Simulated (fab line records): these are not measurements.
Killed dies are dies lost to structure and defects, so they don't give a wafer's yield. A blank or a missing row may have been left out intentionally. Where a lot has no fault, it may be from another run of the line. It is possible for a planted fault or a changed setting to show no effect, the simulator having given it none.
Which tool is to blame? + flow sky130 + 14 lots, 42 wafers sampled, at 6 steps of a route of 708

== WHAT THE GAUGES READ, wafer by wafer ==
Not one reading of a measure or inspect step in the record can be checked against a usual standard deviation.

== TOOL THAT RAN EACH LOT (tool first, then ch and the chambers of the sampled wafers, then the start) ==
| lot  | SKY_METAL1_SPUTTER_02        | SKY_METAL1_METAL_ETCH_19          | SKY_METAL1_STRIP_20                  | SKY_VIA1_ETCH_14                   | SKY_VIA1_ETCH_15                   | SKY_VIA1_STRIP_16                    |
|------|------------------------------|-----------------------------------|--------------------------------------|------------------------------------|------------------------------------|--------------------------------------|
| L237 | pvd-sputter-03, day 31 22:22 | rie-metal-04 ch 0,1, day 33 01:10 | plasma-asher-03 ch 0,1, day 33 01:15 | rie-diel-01 ch 1,2,3, day 34 04:13 | rie-diel-01 ch 1,2,3, day 34 04:16 | plasma-asher-03 ch 0,1, day 34 04:18 |
| L239 | pvd-sputter-01, day 32 05:02 | rie-metal-03 ch 0,1, day 33 08:11 | plasma-asher-04 ch 0,1, day 33 08:17 | rie-diel-04 ch 0,1,3, day 34 11:59 | rie-diel-04 ch 0,1,3, day 34 12:02 | plasma-asher-03 ch 0,1, day 34 12:05 |
| L238 | pvd-sputter-03, day 32 05:49 | rie-metal-04 ch 0,1, day 33 09:22 | plasma-asher-02 ch 0,1, day 33 09:28 | rie-diel-03 ch 0,1,3, day 34 12:22 | rie-diel-03 ch 0,1,3, day 34 12:25 | plasma-asher-02 ch 0,1, day 34 12:28 |
| L240 | pvd-sputter-01, day 32 11:41 | rie-metal-04 ch 0,1, day 33 14:25 | plasma-asher-04 ch 0,1, day 33 14:31 | rie-diel-04 ch 0,1,3, day 34 17:43 | rie-diel-04 ch 0,1,3, day 34 17:46 | plasma-asher-01 ch 0,1, day 34 17:50 |
| L242 | pvd-sputter-01, day 33 07:02 | rie-metal-01 ch 0,1, day 34 09:40 | plasma-asher-02 ch 0,1, day 34 09:46 | rie-diel-03 ch 0,1,2, day 35 13:43 | rie-diel-03 ch 0,1,2, day 35 13:46 | plasma-asher-02 ch 0,1, day 35 13:50 |
| L243 | pvd-sputter-01, day 33 11:17 | rie-metal-01 ch 0,1, day 34 14:20 | plasma-asher-02 ch 0,1, day 34 14:26 | rie-diel-01 ch 1,2,3, day 35 18:38 | rie-diel-01 ch 1,2,3, day 35 18:40 | plasma-asher-02 ch 0, day 35 18:43   |
| L248 | pvd-sputter-01, day 35 03:57 | rie-metal-04 ch 0,1, day 36 06:32 | plasma-asher-04 ch 0,1, day 36 06:37 | rie-diel-04 ch 0,1,2, day 37 09:55 | rie-diel-04 ch 0,1,2, day 37 09:58 | plasma-asher-02 ch 0,1, day 37 10:00 |
| L249 | pvd-sputter-02, day 35 15:18 | rie-metal-01 ch 0,1, day 36 18:28 | plasma-asher-03 ch 0,1, day 36 18:33 | rie-diel-03 ch 0,1,3, day 37 21:01 | rie-diel-03 ch 0,1,3, day 37 21:04 | plasma-asher-03 ch 0,1, day 37 21:06 |
| L251 | pvd-sputter-01, day 36 06:46 | rie-metal-03 ch 0,1, day 37 08:28 | plasma-asher-04 ch 0,1, day 37 08:33 | rie-diel-01 ch 0,1,3, day 38 10:41 | rie-diel-01 ch 0,1,3, day 38 10:43 | plasma-asher-02 ch 0,1, day 38 10:46 |
| L253 | pvd-sputter-03, day 37 08:26 | rie-metal-04 ch 0, day 38 10:25   | plasma-asher-03 ch 0, day 38 10:34   | rie-diel-03 ch 0,3, day 39 13:23   | rie-diel-03 ch 0,3, day 39 13:26   | plasma-asher-02 ch 1, day 39 13:29   |
| L254 | pvd-sputter-01, day 38 06:42 | rie-metal-01 ch 0, day 39 08:22   | plasma-asher-02 ch 0, day 39 08:27   | rie-diel-01 ch 1,3, day 40 10:23   | rie-diel-01 ch 1,3, day 40 10:25   | plasma-asher-02 ch 0,1, day 40 10:28 |
| L256 | pvd-sputter-01, day 38 07:51 | rie-metal-04 ch 1, day 39 10:08   | plasma-asher-02 ch 0,1, day 39 10:19 | rie-diel-01 ch 0,1,2, day 40 12:38 | rie-diel-01 ch 0,1,2, day 40 12:40 | plasma-asher-03 ch 1, day 40 12:43   |
| L259 | pvd-sputter-02, day 38 13:29 | rie-metal-01 ch 0,1, day 39 14:31 | plasma-asher-03 ch 0,1, day 39 14:37 | rie-diel-01 ch 0,1, day 40 17:08   | rie-diel-01 ch 0,1, day 40 17:10   | plasma-asher-01 ch 0,1, day 40 17:15 |
| L260 | pvd-sputter-01, day 38 19:13 | rie-metal-01 ch 0,1, day 39 20:14 | plasma-asher-03 ch 1, day 39 20:20   | rie-diel-03 ch 0,1,2, day 40 22:35 | rie-diel-03 ch 0,1,2, day 40 22:37 | plasma-asher-01 ch 0,1, day 40 22:40 |
- SKY_METAL1_SPUTTER_02: material AlCu, target thk 250 nm, time 13.3 s.
- SKY_METAL1_METAL_ETCH_19: etches the open film in Cl2/BCl3, stops on SiO2, target depth 360 nm, time 78 s.
- SKY_METAL1_STRIP_20: strips in O2/N2.
- SKY_VIA1_ETCH_14: etches BARC in N2/H2, stops on SiO2, time 45.9 s, target depth 60 nm.
- SKY_VIA1_ETCH_15: etches SiO2 in C4F8/O2/Ar, stops on TiN, target depth 351 nm, time 54 s.
- SKY_VIA1_STRIP_16: strips in O2/N2.

== AS READ BY THE TOOLS THEMSELVES (means over the sampled wafers that have a number; for cases with no such wafer, the mark the record gives instead) ==
SKY_METAL1_SPUTTER_02. Usual: throttle-valve-pct at 29.7 %, with a standard deviation of 1.2.
| lot  | tool           | throttle-valve-pct (%) | flag |
|------|----------------|------------------------|------|
| L237 | pvd-sputter-03 | 31.1                   |      |
| L239 | pvd-sputter-01 | 29.6                   |      |
| L238 | pvd-sputter-03 | 31.0                   |      |
| L240 | pvd-sputter-01 | 28.7                   |      |
| L242 | pvd-sputter-01 | 29.3                   |      |
| L243 | pvd-sputter-01 | 28.6                   |      |
| L248 | pvd-sputter-01 | 28.4                   |      |
| L249 | pvd-sputter-02 | 30.4                   |      |
| L251 | pvd-sputter-01 | 28.7                   |      |
| L253 | pvd-sputter-03 | 30.8                   |      |
| L254 | pvd-sputter-01 | 29.7                   |      |
| L256 | pvd-sputter-01 | 30.3                   |      |
| L259 | pvd-sputter-02 | 30.3                   |      |
| L260 | pvd-sputter-01 | 29.4                   |      |

SKY_METAL1_METAL_ETCH_19. Usual: chamber-pressure-mTorr 10.000 mTorr, standard deviation 0.0093; drypump-motor-current-A 5.6 A, standard deviation 0.4; oes-product-au 0.856 a.u., standard deviation 0.0066; run-length-s 106.2 s, standard deviation 0.38; throttle-valve-pct 22.263 %, standard deviation 0.0095.
| lot  | tool         | chamber-pressure-mTorr (mTorr) | drypump-motor-current-A (A) | oes-product-au (a.u.) | run-length-s (s) | throttle-valve-pct (%) | flag |
|------|--------------|--------------------------------|-----------------------------|-----------------------|------------------|------------------------|------|
| L237 | rie-metal-04 | 10.000                         | 5.9                         | 0.855                 | 106.3            | 22.264                 |      |
| L239 | rie-metal-03 | 9.991                          | 5.0                         | 0.852                 | 106.6            | 22.269                 |      |
| L238 | rie-metal-04 | 10.007                         | 5.9                         | 0.852                 | 106.4            | 22.266                 |      |
| L240 | rie-metal-04 | 10.001                         | 6.0                         | 0.853                 | 106.3            | 22.258                 |      |
| L242 | rie-metal-01 | 9.991                          | 5.5                         | 0.861                 | 106.2            | 22.258                 |      |
| L243 | rie-metal-01 | 10.005                         | 5.5                         | 0.859                 | 105.8            | 22.252                 |      |
| L248 | rie-metal-04 | 9.998                          | 5.9                         | 0.858                 | 106.2            | 22.272                 |      |
| L249 | rie-metal-01 | 9.997                          | 5.5                         | 0.864                 | 105.7            | 22.266                 |      |
| L251 | rie-metal-03 | 9.995                          | 5.0                         | 0.862                 | 106.6            | 22.261                 |      |
| L253 | rie-metal-04 | 10.008                         | 5.9                         | 0.851                 | 106.4            | 22.259                 |      |
| L254 | rie-metal-01 | 10.000                         | 5.9                         | 0.856                 | 105.9            | 22.259                 |      |
| L256 | rie-metal-04 | 9.995                          | 6.0                         | 0.856                 | 106.7            | 22.259                 |      |
| L259 | rie-metal-01 | 9.994                          | 5.5                         | 0.860                 | 105.8            | 22.265                 |      |
| L260 | rie-metal-01 | 10.005                         | 5.7                         | 0.864                 | 105.9            | 22.269                 |      |

SKY_METAL1_STRIP_20. Usual: chamber-pressure-mTorr 1499.9 mTorr, standard deviation 1.3; drypump-motor-current-A 5.8 A, standard deviation 0.37; oes-product-au 0.343 a.u., standard deviation 0.0059; strip-time-to-endpoint-s 2.70 s, standard deviation 0.061.
| lot  | tool            | chamber-pressure-mTorr (mTorr) | drypump-motor-current-A (A) | oes-product-au (a.u.) | strip-time-to-endpoint-s (s) | flag |
|------|-----------------|--------------------------------|-----------------------------|-----------------------|------------------------------|------|
| L237 | plasma-asher-03 | 1499.1                         | 5.6                         | 0.341                 | 2.68                         |      |
| L239 | plasma-asher-04 | 1500.7                         | 5.6                         | 0.343                 | 2.66                         |      |
| L238 | plasma-asher-02 | 1500.4                         | 6.0                         | 0.341                 | 2.69                         |      |
| L240 | plasma-asher-04 | 1500.2                         | 5.6                         | 0.336                 | 2.62                         |      |
| L242 | plasma-asher-02 | 1498.6                         | 5.8                         | 0.352                 | 2.74                         |      |
| L243 | plasma-asher-02 | 1499.1                         | 6.0                         | 0.340                 | 2.75                         |      |
| L248 | plasma-asher-04 | 1499.9                         | 5.8                         | 0.343                 | 2.68                         |      |
| L249 | plasma-asher-03 | 1500.5                         | 5.9                         | 0.347                 | 2.78                         |      |
| L251 | plasma-asher-04 | 1500.4                         | 5.6                         | 0.340                 | 2.66                         |      |
| L253 | plasma-asher-03 | 1500.1                         | 6.2                         | 0.341                 | 2.64                         |      |
| L254 | plasma-asher-02 | 1500.1                         | 6.2                         | 0.341                 | 2.68                         |      |
| L256 | plasma-asher-02 | 1500.1                         | 6.0                         | 0.332                 | 2.64                         |      |
| L259 | plasma-asher-03 | 1500.3                         | 5.9                         | 0.349                 | 2.80                         |      |
| L260 | plasma-asher-03 | 1499.0                         | 5.4                         | 0.346                 | 2.75                         |      |

SKY_VIA1_ETCH_14. Usual: chamber-pressure-mTorr 29.997 mTorr, standard deviation 0.028; drypump-motor-current-A 5.7 A, standard deviation 0.44; oes-product-au 0.855 a.u., standard deviation 0.0053; run-length-s 74.1 s, standard deviation 0.4; throttle-valve-pct 13.226 %, standard deviation 0.0085.
| lot  | tool        | chamber-pressure-mTorr (mTorr) | drypump-motor-current-A (A) | oes-product-au (a.u.) | run-length-s (s) | throttle-valve-pct (%) | flag |
|------|-------------|--------------------------------|-----------------------------|-----------------------|------------------|------------------------|------|
| L237 | rie-diel-01 | 30.006                         | 6.0                         | 0.852                 | 74.5             | 13.228                 |      |
| L239 | rie-diel-04 | 30.017                         | 5.5                         | 0.853                 | 74.1             | 13.231                 |      |
| L238 | rie-diel-03 | 29.979                         | 5.9                         | 0.854                 | 74.2             | 13.226                 |      |
| L240 | rie-diel-04 | 29.998                         | 5.5                         | 0.854                 | 73.9             | 13.221                 |      |
| L242 | rie-diel-03 | 30.022                         | 5.7                         | 0.857                 | 74.1             | 13.221                 |      |
| L243 | rie-diel-01 | 29.972                         | 6.0                         | 0.851                 | 74.3             | 13.227                 |      |
| L248 | rie-diel-04 | 29.993                         | 5.3                         | 0.854                 | 74.1             | 13.228                 |      |
| L249 | rie-diel-03 | 30.028                         | 5.8                         | 0.852                 | 74.3             | 13.228                 |      |
| L251 | rie-diel-01 | 29.976                         | 5.9                         | 0.853                 | 74.1             | 13.227                 |      |
| L253 | rie-diel-03 | 29.986                         | 6.4                         | 0.853                 | 74.0             | 13.218                 |      |
| L254 | rie-diel-01 | 30.010                         | 6.0                         | 0.860                 | 74.2             | 13.229                 |      |
| L256 | rie-diel-01 | 29.975                         | 5.7                         | 0.910                 | 65.5             | 13.242                 | OFF  |
| L259 | rie-diel-01 | 29.982                         | 5.6                         | 0.914                 | 65.2             | 13.235                 | OFF  |
| L260 | rie-diel-03 | 30.009                         | 5.7                         | 0.858                 | 74.2             | 13.230                 |      |

SKY_VIA1_ETCH_15. Usual: chamber-pressure-mTorr 40.00 mTorr, standard deviation 0.04; oes-product-au 0.980 a.u., standard deviation 0.0056; run-length-s 82.2 s, standard deviation 0.38.
| lot  | tool        | chamber-pressure-mTorr (mTorr) | oes-product-au (a.u.) | run-length-s (s) | flag |
|------|-------------|--------------------------------|-----------------------|------------------|------|
| L237 | rie-diel-01 | 40.04                          | 0.985                 | 82.2             |      |
| L239 | rie-diel-04 | 39.98                          | 0.983                 | 81.9             |      |
| L238 | rie-diel-03 | 39.99                          | 0.978                 | 82.4             |      |
| L240 | rie-diel-04 | 39.96                          | 0.978                 | 82.0             |      |
| L242 | rie-diel-03 | 40.00                          | 0.981                 | 82.2             |      |
| L243 | rie-diel-01 | 40.00                          | 0.978                 | 82.4             |      |
| L248 | rie-diel-04 | 40.01                          | 0.983                 | 82.4             |      |
| L249 | rie-diel-03 | 40.02                          | 0.982                 | 82.0             |      |
| L251 | rie-diel-01 | 40.01                          | 0.979                 | 82.2             |      |
| L253 | rie-diel-03 | 39.96                          | 0.986                 | 82.1             |      |
| L254 | rie-diel-01 | 40.00                          | 0.980                 | 82.4             |      |
| L256 | rie-diel-01 | 39.98                          | 0.778                 | 82.2             | OFF  |
| L259 | rie-diel-01 | 39.98                          | 0.781                 | 82.2             | OFF  |
| L260 | rie-diel-03 | 40.01                          | 0.975                 | 82.2             |      |

SKY_VIA1_STRIP_16. Usual: chamber-pressure-mTorr 1500.1 mTorr, standard deviation 1.4; drypump-motor-current-A 5.8 A, standard deviation 0.54; oes-product-au 0.415 a.u., standard deviation 0.0044; strip-time-to-endpoint-s 4.462 s, standard deviation 0.023.
| lot  | tool            | chamber-pressure-mTorr (mTorr) | drypump-motor-current-A (A) | oes-product-au (a.u.) | strip-time-to-endpoint-s (s) | flag |
|------|-----------------|--------------------------------|-----------------------------|-----------------------|------------------------------|------|
| L237 | plasma-asher-03 | 1501.5                         | 5.9                         | 0.415                 | 4.436                        |      |
| L239 | plasma-asher-03 | 1500.8                         | 5.6                         | 0.415                 | 4.472                        |      |
| L238 | plasma-asher-02 | 1500.8                         | 6.0                         | 0.407                 | 4.444                        |      |
| L240 | plasma-asher-01 | 1499.7                         | 5.4                         | 0.413                 | 4.482                        |      |
| L242 | plasma-asher-02 | 1500.2                         | 6.0                         | 0.419                 | 4.452                        |      |
| L243 | plasma-asher-02 | 1499.5                         | 6.2                         | 0.416                 | 4.455                        |      |
| L248 | plasma-asher-02 | 1500.4                         | 5.8                         | 0.415                 | 4.481                        |      |
| L249 | plasma-asher-03 | 1500.0                         | 5.6                         | 0.420                 | 4.441                        |      |
| L251 | plasma-asher-02 | 1501.5                         | 6.0                         | 0.412                 | 4.469                        |      |
| L253 | plasma-asher-02 | 1500.3                         | 5.6                         | 0.417                 | 4.456                        |      |
| L254 | plasma-asher-02 | 1500.4                         | 6.0                         | 0.417                 | 4.459                        |      |
| L256 | plasma-asher-03 | 1500.3                         | 5.4                         | 0.416                 | 4.523                        |      |
| L259 | plasma-asher-01 | 1499.5                         | 5.8                         | 0.421                 | 4.551                        | OFF  |
| L260 | plasma-asher-01 | 1500.0                         | 5.8                         | 0.417                 | 4.496                        |      |

== THE ANSWER, worked out from the rows above alone ==
Rule: lot off if the mean of its wafers having a number is beyond 3 standard deviations from the usual mean. A lot without any number at a reading at which 4 lots or more have one is off too. All remaining lots with rows at the step are treated as sound. After the gauges, taken in route order, come the tools' own readings; for these a lot's mean is taken, as printed above. The first step at which some lot is off is used, and at that step the reading that is off furthest; a lot without a number counts as furthest.
Off, at SKY_VIA1_ETCH_14 on run-length-s: L256, L259.
A tool fits if, at that step or a process step before it, it ran every lot that is off, and no sound lot after the first of them. One candidate fits, namely rie-diel-01 at SKY_VIA1_ETCH_14. Its last sound lot is L254 (day 40 10:23), its first lot that is off L256 (day 40 12:38): a fault that began between those two fits.
The tool's own readings at SKY_VIA1_ETCH_14 bear it out: on the lots that are off they differ by more than 5 times the standard deviation of the sound lots' means. oes-product-au reads 0.912 a.u. there against 0.854 a.u. on the sound lots; run-length-s reads 65.3 s there against 74.2 s on the sound lots.

== WHAT THE SIMULATOR PUT IN ==
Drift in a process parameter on rie-diel-01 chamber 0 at SKY_VIA1_ETCH_14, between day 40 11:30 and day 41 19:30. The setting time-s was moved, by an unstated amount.
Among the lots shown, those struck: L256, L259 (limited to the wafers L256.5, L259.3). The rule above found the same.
